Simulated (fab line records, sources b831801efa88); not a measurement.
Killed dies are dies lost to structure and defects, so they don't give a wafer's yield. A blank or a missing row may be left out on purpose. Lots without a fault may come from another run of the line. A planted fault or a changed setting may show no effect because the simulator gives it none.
One fault seen from 2 desks | flow sky130 | each desk has only its own numbers; what lay behind them comes last

THE METROLOGY DESK
What the gauges read, lot by lot, whatever tool the lot ran on: means of the sampled wafers that have a number. A lot is out of limits, marked OUT, if its mean lies more than 4 standard deviations from the usual mean; the brackets give that distance.
Columns: A = cd_nm at SKY_METAL3_CD_MEAS_13, usual 300.1 nm; B = METAL3_OVL at SKY_METAL3_OVL_MEAS_14, usual 3 nm
lot  | first seen here | A     | B
L927 | day 39 05:01    | 301.1 | 6
L929 | day 39 13:14    | 300.1 | -3
L938 | day 41 21:50    | 298.6 | -7
L939 | day 42 09:29    | 299.6 | 1
L942 | day 43 08:41    | 299.8 | 1
L948 | day 44 16:44    | 300.5 | 1
This desk's finding: nothing out of limits on any of the 6 lots.

THE TOOL OWNER'S DESK: rie_metal-02
The tool's own readings at SKY_METAL3_ETCH_16 (etches BARC in N2/H2, stops on SiO2, time 88.2 s, target depth 60 nm): means of the sampled wafers that have a number, for each lot that ran on this tool. A lot is out of limits, marked OUT, if its mean lies more than 4 standard deviations from the usual mean; the brackets give that distance.
Columns: A = chamber_pressure_mTorr at SKY_METAL3_ETCH_16, usual 30.00 mTorr; B = drypump_motor_current_A at SKY_METAL3_ETCH_16, usual 5.6 A; C = oes_product_au at SKY_METAL3_ETCH_16, usual 0.626 a.u.; D = run_length_s at SKY_METAL3_ETCH_16, usual 116.47 s; E = throttle_valve_pct at SKY_METAL3_ETCH_16, usual 13.204 %
lot  | first seen here | A     | B   | C                | D                | E
L929 | day 39 13:25    | 30.01 | 5.7 | 0.622            | 116.38           | 13.207
L938 | day 41 22:01    | 30.03 | 5.7 | 0.650 (+5.6) OUT | 112.06 (-15) OUT | 13.199
L942 | day 43 08:53    | 30.00 | 5.7 | 0.650 (+5.6) OUT | 112.20 (-15) OUT | 13.209
This desk's finding: out of limits on L938, L942; first on L938, day 41 22:01 (oes_product_au at SKY_METAL3_ETCH_16). In limits: L929.

PUT TOGETHER
The tool owner's desk could have raised an alarm at day 41 22:01, on L938, L942.
The metrology desk saw nothing out of limits.
The metrology desk has L938, L942 on record, within its limits.
Of the lots named, all ran SKY_METAL3_ETCH_16 on rie_metal-02.

WHAT THE SIMULATOR HAD PUT IN
Process parameter drift: rie_metal-02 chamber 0, from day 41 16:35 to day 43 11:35, at SKY_METAL3_ETCH_16. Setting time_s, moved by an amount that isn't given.
Lots struck among those shown: L938, L942.
Hours from the fault's start to each desk's first reading out of limits: the tool owner's desk, 5.
